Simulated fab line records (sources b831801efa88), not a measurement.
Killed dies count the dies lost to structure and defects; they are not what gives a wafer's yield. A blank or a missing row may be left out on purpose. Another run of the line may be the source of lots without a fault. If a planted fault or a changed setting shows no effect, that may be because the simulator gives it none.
Chamber matching / flow sfq_line / SFQ_TRILAYER_L0_CAP_PECVD_011 on pecvd-02 has 3 sister chambers
The step deposits SiO2 from SiH4/N2O, time 13.333 s, target thk 60 nm. 14 wafers are shown with their chamber, then 7 later ones without.

## WAFERS, EACH WITH ITS CHAMBER
wafer=L158.2; chamber=0; throttle_valve_pct (%)=24.0; heater_power_w (W)=98
wafer=L158.3; chamber=1; throttle_valve_pct (%)=25.4; heater_power_w (W)=94
wafer=L158.4; chamber=2; throttle_valve_pct (%)=23.6; heater_power_w (W)=84
wafer=L159.3; chamber=1; throttle_valve_pct (%)=25.5; heater_power_w (W)=94
wafer=L159.4; chamber=0; throttle_valve_pct (%)=24.1; heater_power_w (W)=89
wafer=L159.6; chamber=2; throttle_valve_pct (%)=23.8; heater_power_w (W)=90
wafer=L173.1; chamber=0; throttle_valve_pct (%)=24.1; heater_power_w (W)=92
wafer=L173.4; chamber=2; throttle_valve_pct (%)=23.9; heater_power_w (W)=77
wafer=L173.5; chamber=1; throttle_valve_pct (%)=25.1; heater_power_w (W)=88
wafer=L176.1; chamber=0; throttle_valve_pct (%)=24.2; heater_power_w (W)=95
wafer=L176.4; chamber=1; throttle_valve_pct (%)=25.4; heater_power_w (W)=98
wafer=L176.6; chamber=2; throttle_valve_pct (%)=23.6; heater_power_w (W)=78
wafer=L177.1; chamber=2; throttle_valve_pct (%)=23.5; heater_power_w (W)=88
wafer=L177.4; chamber=0; throttle_valve_pct (%)=24.0; heater_power_w (W)=98

SIGNATURES, as means of the wafers listed above
reading=throttle_valve_pct; chamber 0=24.080; chamber 1=25.350; chamber 2=23.680; scatter within a chamber=0.143
reading=heater_power_w; chamber 0=94.40; chamber 1=93.50; chamber 2=83.40; scatter within a chamber=4.74
Rule: distance of a wafer from a chamber = root of the sum over the readings of ((wafer's reading minus chamber's mean) / reading's scatter) squared. The wafer belongs to the nearest chamber; if the next one is less than 2 further off, it can't be placed. The scatter: the root of (the sum of the squares of (reading less its chamber's mean) over the shown wafers, divided by (wafers less chambers)).

## WAFERS WITH NO CHAMBER GIVEN
wafer=L177.5; throttle_valve_pct (%)=25.3; heater_power_w (W)=100
wafer=L180.2; throttle_valve_pct (%)=25.4; heater_power_w (W)=88
wafer=L180.4; throttle_valve_pct (%)=25.5; heater_power_w (W)=90
wafer=L180.5; throttle_valve_pct (%)=24.0; heater_power_w (W)=93
wafer=L181.2; throttle_valve_pct (%)=24.1; heater_power_w (W)=89
wafer=L181.4; throttle_valve_pct (%)=24.1; heater_power_w (W)=92
wafer=L181.5; throttle_valve_pct (%)=25.5; heater_power_w (W)=96

## EACH ONE'S CHAMBER
wafer=L177.5; from the rows above=1; in truth=1
wafer=L180.2; from the rows above=1; in truth=1
wafer=L180.4; from the rows above=1; in truth=1
wafer=L180.5; from the rows above=0; in truth=0
wafer=L181.2; from the rows above=0; in truth=0
wafer=L181.4; from the rows above=0; in truth=0
wafer=L181.5; from the rows above=1; in truth=1
7 of 7 placed correctly. Number that these rows cannot place: 0. 0 placed wrongly.
